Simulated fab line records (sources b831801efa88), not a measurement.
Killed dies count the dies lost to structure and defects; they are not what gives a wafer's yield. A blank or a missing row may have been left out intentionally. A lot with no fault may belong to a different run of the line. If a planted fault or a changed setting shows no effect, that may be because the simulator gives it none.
What tool caused it? || flow gf180mcu || Sampling: 13 lots, 39 wafers, 3 of 602 route steps

== WHAT THE GAUGES SHOWED, per wafer ==
GF_V5_THK_MEAS_01. Usual: for V5_CVD_00_THK the level is 299.0 nm and the standard deviation is 2.5.
{"lot": "L743", "measured": "day 26 03:22", "on": "film-metro-04", "V5_CVD_00_THK (nm)": "304.5 299.8 303.2", "flag": ""}
{"lot": "L745", "measured": "day 26 19:53", "on": "film-metro-04", "V5_CVD_00_THK (nm)": "299.9 300.2 301.8", "flag": ""}
{"lot": "L746", "measured": "day 27 04:26", "on": "film-metro-02", "V5_CVD_00_THK (nm)": "299.6 301.9 301.2", "flag": ""}
{"lot": "L747", "measured": "day 27 13:38", "on": "film-metro-02", "V5_CVD_00_THK (nm)": "300.5 302.6 304.2", "flag": ""}
{"lot": "L748", "measured": "day 27 18:58", "on": "film-metro-04", "V5_CVD_00_THK (nm)": "296.6 296.1 297.8", "flag": ""}
{"lot": "L750", "measured": "day 28 11:54", "on": "film-metro-04", "V5_CVD_00_THK (nm)": "296.8 300.6 300.8", "flag": ""}
{"lot": "L753", "measured": "day 29 09:47", "on": "film-metro-02", "V5_CVD_00_THK (nm)": "300.6 298.3 300.2", "flag": ""}
{"lot": "L754", "measured": "day 29 12:29", "on": "film-metro-04", "V5_CVD_00_THK (nm)": "300.7 298.4 300.8", "flag": ""}
{"lot": "L755", "measured": "day 30 05:50", "on": "film-metro-04", "V5_CVD_00_THK (nm)": "300.2 299.8 303.0", "flag": ""}
{"lot": "L762", "measured": "day 32 04:07", "on": "film-metro-01", "V5_CVD_00_THK (nm)": "299.7 297.6 297.5", "flag": ""}
{"lot": "L763", "measured": "day 32 09:50", "on": "film-metro-04", "V5_CVD_00_THK (nm)": "298.5 294.9 297.2", "flag": ""}
{"lot": "L764", "measured": "day 32 14:13", "on": "film-metro-04", "V5_CVD_00_THK (nm)": "295.9 297.6 301.1", "flag": ""}
{"lot": "L765", "measured": "day 32 15:36", "on": "film-metro-02", "V5_CVD_00_THK (nm)": "297.4 298.0 294.7", "flag": ""}

== WHAT TOOL EACH LOT RAN ON (gives the tool, then ch and the chambers of the sampled wafers, and finally the start) ==
{"lot": "L743", "GF_MIM_CVD_05": "pecvd-02 ch 0,1,2, day 24 06:35", "GF_MIM_STRIP_21": "wet-bench-04 ch 2, day 25 04:40"}
{"lot": "L745", "GF_MIM_CVD_05": "pecvd-01 ch 0,2, day 24 23:55", "GF_MIM_STRIP_21": "wet-bench-02 ch 2, day 25 21:39"}
{"lot": "L746", "GF_MIM_CVD_05": "pecvd-01 ch 0,2, day 25 09:02", "GF_MIM_STRIP_21": "wet-bench-02 ch 2, day 26 06:40"}
{"lot": "L747", "GF_MIM_CVD_05": "pecvd-04 ch 0,2, day 25 19:02", "GF_MIM_STRIP_21": "wet-bench-03 ch 1, day 26 16:24"}
{"lot": "L748", "GF_MIM_CVD_05": "pecvd-01 ch 0,1,2, day 26 01:07", "GF_MIM_STRIP_21": "wet-bench-03 ch 0, day 26 21:59"}
{"lot": "L750", "GF_MIM_CVD_05": "pecvd-04 ch 0,2, day 26 19:15", "GF_MIM_STRIP_21": "wet-bench-02 ch 0, day 27 15:19"}
{"lot": "L753", "GF_MIM_CVD_05": "pecvd-02 ch 0,1, day 27 17:53", "GF_MIM_STRIP_21": "wet-bench-02 ch 0, day 28 13:55"}
{"lot": "L754", "GF_MIM_CVD_05": "pecvd-01 ch 0,1,2, day 27 20:53", "GF_MIM_STRIP_21": "wet-bench-04 ch 1, day 28 16:12"}
{"lot": "L755", "GF_MIM_CVD_05": "pecvd-02 ch 1,2, day 28 15:12", "GF_MIM_STRIP_21": "wet-bench-04 ch 1, day 29 10:40"}
{"lot": "L762", "GF_MIM_CVD_05": "pecvd-02 ch 0,1,2, day 30 16:11", "GF_MIM_STRIP_21": "wet-bench-02 ch 0, day 31 10:09"}
{"lot": "L763", "GF_MIM_CVD_05": "pecvd-01 ch 0,1,2, day 30 22:19", "GF_MIM_STRIP_21": "wet-bench-02 ch 2, day 31 16:11"}
{"lot": "L764", "GF_MIM_CVD_05": "pecvd-02 ch 1,2, day 31 03:24", "GF_MIM_STRIP_21": "wet-bench-02 ch 1, day 31 20:40"}
{"lot": "L765", "GF_MIM_CVD_05": "pecvd-02 ch 1,2, day 31 06:10", "GF_MIM_STRIP_21": "wet-bench-02 ch 0, day 31 23:31"}
- GF_MIM_CVD_05: deposits Si3N4, target thk 42 nm, time 29.086 s.
- GF_MIM_STRIP_21: strips in post etch residue remover, time 1200 s.

== AS READ BY THE TOOLS THEMSELVES (means over the sampled wafers that have a number; for cases with no such wafer, the mark the record gives instead) ==
GF_MIM_CVD_05. Usual: heater-power-w 629 W, standard deviation 77.
{"lot": "L743", "tool": "pecvd-02", "heater-power-w (W)": 629, "flag": ""}
{"lot": "L745", "tool": "pecvd-01", "heater-power-w (W)": 704, "flag": ""}
{"lot": "L746", "tool": "pecvd-01", "heater-power-w (W)": 694, "flag": ""}
{"lot": "L747", "tool": "pecvd-04", "heater-power-w (W)": 638, "flag": ""}
{"lot": "L748", "tool": "pecvd-01", "heater-power-w (W)": 655, "flag": ""}
{"lot": "L750", "tool": "pecvd-04", "heater-power-w (W)": 681, "flag": ""}
{"lot": "L753", "tool": "pecvd-02", "heater-power-w (W)": 524, "flag": ""}
{"lot": "L754", "tool": "pecvd-01", "heater-power-w (W)": 657, "flag": ""}
{"lot": "L755", "tool": "pecvd-02", "heater-power-w (W)": 590, "flag": ""}
{"lot": "L762", "tool": "pecvd-02", "heater-power-w (W)": 583, "flag": ""}
{"lot": "L763", "tool": "pecvd-01", "heater-power-w (W)": 684, "flag": ""}
{"lot": "L764", "tool": "pecvd-02", "heater-power-w (W)": 588, "flag": ""}
{"lot": "L765", "tool": "pecvd-02", "heater-power-w (W)": 650, "flag": ""}

GF_MIM_STRIP_21. Usual: bath-guard-temp-C 72.8 C, standard deviation 0.47; bath-heat-duty-pct 14.1 %, standard deviation 1.5.
{"lot": "L743", "tool": "wet-bench-04", "bath-guard-temp-C (C)": 72.5, "bath-heat-duty-pct (%)": 13.8, "flag": ""}
{"lot": "L745", "tool": "wet-bench-02", "bath-guard-temp-C (C)": 72.5, "bath-heat-duty-pct (%)": 14.2, "flag": ""}
{"lot": "L746", "tool": "wet-bench-02", "bath-guard-temp-C (C)": 72.8, "bath-heat-duty-pct (%)": 14.5, "flag": ""}
{"lot": "L747", "tool": "wet-bench-03", "bath-guard-temp-C (C)": 73.5, "bath-heat-duty-pct (%)": 19.4, "flag": "OFF"}
{"lot": "L748", "tool": "wet-bench-03", "bath-guard-temp-C (C)": 73.4, "bath-heat-duty-pct (%)": 13.8, "flag": ""}
{"lot": "L750", "tool": "wet-bench-02", "bath-guard-temp-C (C)": 73.3, "bath-heat-duty-pct (%)": 12.1, "flag": ""}
{"lot": "L753", "tool": "wet-bench-02", "bath-guard-temp-C (C)": "-", "bath-heat-duty-pct (%)": "-", "flag": "OFF"}
{"lot": "L754", "tool": "wet-bench-04", "bath-guard-temp-C (C)": "-", "bath-heat-duty-pct (%)": "-", "flag": "OFF"}
{"lot": "L755", "tool": "wet-bench-04", "bath-guard-temp-C (C)": "-", "bath-heat-duty-pct (%)": "-", "flag": "OFF"}
{"lot": "L762", "tool": "wet-bench-02", "bath-guard-temp-C (C)": 72.7, "bath-heat-duty-pct (%)": 13.5, "flag": ""}
{"lot": "L763", "tool": "wet-bench-02", "bath-guard-temp-C (C)": 72.8, "bath-heat-duty-pct (%)": 14.9, "flag": ""}
{"lot": "L764", "tool": "wet-bench-02", "bath-guard-temp-C (C)": 73.1, "bath-heat-duty-pct (%)": 15.1, "flag": ""}
{"lot": "L765", "tool": "wet-bench-02", "bath-guard-temp-C (C)": 72.8, "bath-heat-duty-pct (%)": 12.4, "flag": ""}

== THE ANSWER, worked out from the rows above alone ==
Rule: lot off if the mean of its wafers having a number is beyond 3 standard deviations from the usual mean. A lot without any number at a reading at which 4 lots or more have one is off too. All remaining lots with rows at the step are treated as sound. Order of review: gauges by route order, followed by the tools' own readings, for which a lot's mean as printed above is used. The first step at which some lot is off is used, and at that step the reading that is off furthest; a lot without a number counts as furthest.
Off: L753, L754, L755, at GF_MIM_STRIP_21 (bath-guard-temp-C). Without a number there: L753, L754, L755.
If a tool, at that step or one of the process steps before it, ran each lot that is off and ran no sound lot following the first of them, it fits. Of those tried, none fits.

== WHAT THE SIMULATOR HAD PUT IN ==
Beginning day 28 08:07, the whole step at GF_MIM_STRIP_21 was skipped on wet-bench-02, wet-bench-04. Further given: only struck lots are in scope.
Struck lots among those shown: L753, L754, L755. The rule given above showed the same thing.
